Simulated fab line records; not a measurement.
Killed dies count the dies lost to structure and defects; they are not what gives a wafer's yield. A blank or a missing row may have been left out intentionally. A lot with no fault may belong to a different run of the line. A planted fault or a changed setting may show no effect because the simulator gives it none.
Comparing a struck lot with a sound one ; flow gf180mcu ; 15 steps out of a route of 602
Sound: the wafers L479.2, L479.5, L479.6. Struck: wafer L490.4 (left out: L490.5, a lot-mate that was not struck); the cause follows at the end.
For every step that has rows: the tool of each side, followed by ch and its chambers, followed by its first start. Under that, the readings that differ: sound wafers ; struck wafers ; difference of the means ; sigmas: that difference in standard deviations of wafers without a fault.
alike: readings with means less than 2 such deviations apart, plus words and numbers identical on both sides. not compared: withheld readings, readings lacking a value on some wafer, bounds such as >300 that could conceal the same value, and numbers that have no deviation in the record and whose values overlap.
The two part at a step that has a row with sigmas, a row that says differs or no value, or rows on one side only. Numbers that have no deviation but don't overlap get no sigmas and don't part them. Lack of a reading on every wafer of one side parts them only where that side has two or more wafers.

GF_HV_LDD_CD_MEAS_46: the cd target is 400 nm.
  sound: cd_sem-01 at day 13 22:56; struck: cd_sem-01 at day 17 13:09
  alike: cd_nm
GF_HV_LDD_OVL_MEAS_47:
  sound: overlay-02 at day 13 23:02; struck: overlay-02 at day 17 13:13
  alike: HV_LDD_03_OVL
after that, 1 step had no rows for these wafers: GF_HV_LDD_IMPLANT_48.
GF_HV_LDD_STRIP_49: strips in O2/N2.
  sound on plasma_asher-02 ch 0,1, day 13 23:13; struck on plasma_asher-01 ch 0, day 17 13:26
  alike: drypump_motor_current_A, heater_power_w, oes_product_au, strip_time_to_endpoint_s
  not compared: rf_hours_counter_h
GF_HV_LDD_TW_MEAS_50:
  sound: film_metro-02 at day 13 23:20; struck: film_metro-04 at day 17 13:31
  alike: HV_LDD_4_TW
then, 1 step without rows for these wafers: GF_HV_LDD_CLEAN_51 (cleans in SC1/SC2, time 150 s).
GF_HV_LDD_RTA_52: time 10 s.
  sound on rtp_anneal-02 ch 0, day 13 23:27; struck on rtp_anneal-02 ch 0, day 17 13:40
  alike: lamp_power_pct, wafer_temp_C_max
GF_HV_LDD_RS_MEAS_53: measures by four-point-probe.
  sound: film_metro-01 at day 13 23:31; struck: film_metro-02 at day 17 13:48
  alike: HV_LDD_RS
then, 1 step without rows for these wafers: GF_HV_LDD_CVD_54 (deposits SiO2 from TEOS, target thk 10 nm, time 75 s).
GF_HV_LDD_THK_MEAS_55:
  sound: film_metro-01 at day 14 00:39; struck: film_metro-02 at day 17 14:55
  alike: HV_LDD_CVD_54_THK
then, 1 step without rows for these wafers: GF_HV_LDD_CVD_56 (deposits Si3N4 from DCS/NH3, target thk 90 nm, time 1543 s).
GF_HV_LDD_THK_MEAS_57:
  sound: film_metro-04 at day 14 02:08; struck: film_metro-01 at day 17 16:24
  alike: HV_LDD_CVD_56_THK
GF_HV_LDD_ETCHBACK_58: etches Si3N4 in CH3F/O2, stops on SiO2, time 100 s, target depth 90 nm.
  sound on rie_diel-01 ch 0,1, day 14 02:11; struck on rie_diel-03 ch 2, day 17 16:26
reading;sound;struck;difference;sigmas
oes_product_au (a.u.);0.841 0.832 0.841;0.753;-0.085;-14
model.etch.depth_nm (nm);88.66 88.86 89.64;73.4;-15.7;
model.SiO2_of_HV_LDD_CVD_54.thk_nm (nm);7.597 7.678 7.685;8.647;+0.994;
  alike: drypump_motor_current_A, throttle_valve_pct
  not compared: rf_hours_counter_h
then, 1 step without rows for these wafers: GF_NSD_DEHYDRATE_00 (time 60 s).
-- the record jumps here: 16 days lie between the struck wafers' starts before and after (it left off in module NSD and takes up again in module PASSIVATION, whose first step shown is number 602 of the route) --
GF_PASSIVATION_PROBE_99:
  the record has rows for the struck wafers here (prober-02, day 33 05:22) and none for the sound ones

== WHERE THEY PART ==
Earliest at GF_HV_LDD_ETCHBACK_58; latest, in this record, at GF_PASSIVATION_PROBE_99.

WHY: the cause the simulator had injected
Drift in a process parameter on rie_diel-03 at GF_HV_LDD_ETCHBACK_58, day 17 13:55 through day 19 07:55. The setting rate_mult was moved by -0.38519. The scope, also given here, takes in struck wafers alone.
